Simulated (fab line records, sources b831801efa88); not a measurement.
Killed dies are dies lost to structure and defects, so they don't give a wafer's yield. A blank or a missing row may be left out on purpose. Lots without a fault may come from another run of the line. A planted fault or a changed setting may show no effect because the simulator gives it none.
Which tool did it? | flow sky130 | 12 lots, 36 wafers sampled, at 5 steps of a route of 708

WHAT THE GAUGES READ, wafer by wafer
SKY_METAL2_RS_MEAS_05: measures by four-point-probe. Usual: METAL2_ALCU_RS 0.1271 ohm/sq, standard deviation 0.0013.
lot  | measured     | on            | METAL2_ALCU_RS (ohm/sq) | flag
L333 | day 33 18:24 | film_metro-04 | 0.1280 0.1285 0.1272    |
L334 | day 34 09:31 | film_metro-03 | 0.1270 0.1273 0.1280    |
L335 | day 34 14:40 | film_metro-02 | 0.1270 0.1280 0.1300    |
L337 | day 34 23:59 | film_metro-02 | 0.1270 0.1284 0.1265    |
L340 | day 36 15:25 | film_metro-02 | 0.1257 0.1265 0.1274    |
L342 | day 37 17:32 | film_metro-04 | 0.1260 0.1258 0.1257    |
L344 | day 37 21:45 | film_metro-04 | 0.1282 0.1269 0.1266    |
L345 | day 38 02:17 | film_metro-02 | 0.1257 0.1253 0.1260    |
L348 | day 39 12:10 | film_metro-04 | 0.1279 0.1269 0.1280    |
L350 | day 39 21:05 | film_metro-02 | 0.1252 0.1263 0.1274    |
L351 | day 39 22:04 | film_metro-02 | 0.1279 0.1290 0.1275    |
L352 | day 40 00:49 | film_metro-03 | 0.1265 0.1275 0.1263    |

SKY_METAL2_OVL_MEAS_16. Usual: METAL2_OVL 0 nm, standard deviation 5.
lot  | measured     | on         | METAL2_OVL (nm) | flag
L333 | day 34 20:40 | overlay-01 | -1 -1 3         |
L334 | day 35 11:23 | overlay-02 | -4 -5 0         |
L335 | day 35 17:01 | overlay-01 | 2 -2 -5         |
L337 | day 36 02:13 | overlay-01 | 5 3 9           |
L340 | day 37 17:53 | overlay-02 | -5 -1 -6        |
L342 | day 38 18:57 | overlay-01 | -4 -1 -6        |
L344 | day 38 23:22 | overlay-02 | 2 5 5           |
L345 | day 39 03:43 | overlay-02 | 4 6 3           |
L348 | day 40 12:52 | overlay-01 | 0 -2 7          |
L350 | day 40 21:34 | overlay-02 | 5 2 -1          |
L351 | day 40 22:20 | overlay-01 | 2 1 0           |
L352 | day 41 01:37 | overlay-01 | -3 -4 -5        |

SKY_VIA2_THK_MEAS_01. Usual: VIA2_HDPCVD_THK 1176 nm, standard deviation 12.
lot  | measured     | on            | VIA2_HDPCVD_THK (nm) | flag
L333 | day 34 21:37 | film_metro-02 | 1177 1179 1168       |
L334 | day 35 12:23 | film_metro-01 | 1186 1187 1191       |
L335 | day 35 17:58 | film_metro-02 | 1182 1182 1171       |
L337 | day 36 03:10 | film_metro-01 | 1147 1176 1159       |
L340 | day 37 18:55 | film_metro-01 | 1169 1190 1143       |
L342 | day 38 20:05 | film_metro-03 | 1179 1181 1188       |
L344 | day 39 00:31 | film_metro-01 | 1158 1171 1178       |
L345 | day 39 04:52 | film_metro-01 | 1170 1175 1182       |
L348 | day 40 13:53 | film_metro-01 | 1195 1171 1174       |
L350 | day 40 22:32 | film_metro-02 | 1163 1176 1155       |
L351 | day 40 23:17 | film_metro-01 | 1617 1621 1598       | OFF
L352 | day 41 02:35 | film_metro-02 | 1605 1597 1603       | OFF

WHICH TOOL RAN EACH LOT (tool, then ch and the chambers of the sampled wafers, then the start)
lot  | SKY_METAL2_SPUTTER_01        | SKY_VIA2_HDPCVD_00
L333 | pvd_sputter-04, day 33 18:16 | hdpcvd-01 ch 0,1, day 34 21:29
L334 | pvd_sputter-02, day 34 09:22 | hdpcvd-01 ch 0,1,2, day 35 12:14
L335 | pvd_sputter-01, day 34 14:32 | hdpcvd-01 ch 0,1,2, day 35 17:50
L337 | pvd_sputter-02, day 34 23:52 | hdpcvd-01 ch 1,2, day 36 03:02
L340 | pvd_sputter-01, day 36 15:16 | hdpcvd-01 ch 0,1,2, day 37 18:47
L342 | pvd_sputter-04, day 37 17:21 | hdpcvd-02 ch 0,1,2, day 38 19:59
L344 | pvd_sputter-02, day 37 21:37 | hdpcvd-01 ch 0,1,2, day 39 00:23
L345 | pvd_sputter-01, day 38 02:10 | hdpcvd-01 ch 0,2, day 39 04:44
L348 | pvd_sputter-02, day 39 12:02 | hdpcvd-02 ch 0,1,2, day 40 13:46
L350 | pvd_sputter-01, day 39 20:56 | hdpcvd-01 ch 1,2, day 40 22:25
L351 | pvd_sputter-02, day 39 21:53 | hdpcvd-01 ch 0,1,2, day 40 23:11
L352 | pvd_sputter-01, day 40 00:41 | hdpcvd-01 ch 0,1,2, day 41 02:26
- SKY_METAL2_SPUTTER_01: material TiN, target thk 20 nm, time 16.7 s.
- SKY_VIA2_HDPCVD_00: deposits SiO2, target thk 1180 nm, time 196.7 s.

WHAT THE TOOLS THEMSELVES READ (means of the sampled wafers that have a number; where no wafer has one, the mark that the record gives instead)
SKY_METAL2_SPUTTER_01. Usual: throttle_valve_pct 29.6 %, standard deviation 1.2.
lot  | tool           | throttle_valve_pct (%) | flag
L333 | pvd_sputter-04 | 30.5                   |
L334 | pvd_sputter-02 | 30.2                   |
L335 | pvd_sputter-01 | 28.8                   |
L337 | pvd_sputter-02 | 30.2                   |
L340 | pvd_sputter-01 | 29.1                   |
L342 | pvd_sputter-04 | 30.4                   |
L344 | pvd_sputter-02 | 30.6                   |
L345 | pvd_sputter-01 | 28.6                   |
L348 | pvd_sputter-02 | 29.8                   |
L350 | pvd_sputter-01 | 29.0                   |
L351 | pvd_sputter-02 | 30.6                   |
L352 | pvd_sputter-01 | 28.6                   |

SKY_VIA2_HDPCVD_00. Usual: susceptor_temp_C 400.03 C, standard deviation 0.23.
lot  | tool      | susceptor_temp_C (C) | flag
L333 | hdpcvd-01 | 399.95               |
L334 | hdpcvd-01 | 399.97               |
L335 | hdpcvd-01 | 400.13               |
L337 | hdpcvd-01 | 399.85               |
L340 | hdpcvd-01 | 399.90               |
L342 | hdpcvd-02 | 400.13               |
L344 | hdpcvd-01 | 400.11               |
L345 | hdpcvd-01 | 399.84               |
L348 | hdpcvd-02 | 400.05               |
L350 | hdpcvd-01 | 400.06               |
L351 | hdpcvd-01 | 400.12               |
L352 | hdpcvd-01 | 400.35               |

THE ANSWER, worked out from the rows above alone
Rule: a lot is off if the mean of its wafers that have a number lies more than 3 standard deviations from the usual mean. A lot without any number at a reading at which 4 lots or more have one is off too. The other lots that the step has rows for count as sound. The gauges are gone through in route order, then the tools' own readings, and for those a lot's mean is taken as printed above. The first step at which some lot is off is used, and at that step the reading that is off furthest; a lot without a number counts as furthest.
Off: L351, L352, at SKY_VIA2_THK_MEAS_01 (VIA2_HDPCVD_THK).
A tool fits if, at a process step before that reading, it ran every lot that is off, and no sound lot after the first of them. The gauges at SKY_VIA2_THK_MEAS_01 are tried like those tools. One fits: hdpcvd-01 at SKY_VIA2_HDPCVD_00. Its last sound lot is L350 (day 40 22:25), its first lot that is off L351 (day 40 23:11): a fault that began between those two fits.

WHAT THE SIMULATOR HAD PUT IN
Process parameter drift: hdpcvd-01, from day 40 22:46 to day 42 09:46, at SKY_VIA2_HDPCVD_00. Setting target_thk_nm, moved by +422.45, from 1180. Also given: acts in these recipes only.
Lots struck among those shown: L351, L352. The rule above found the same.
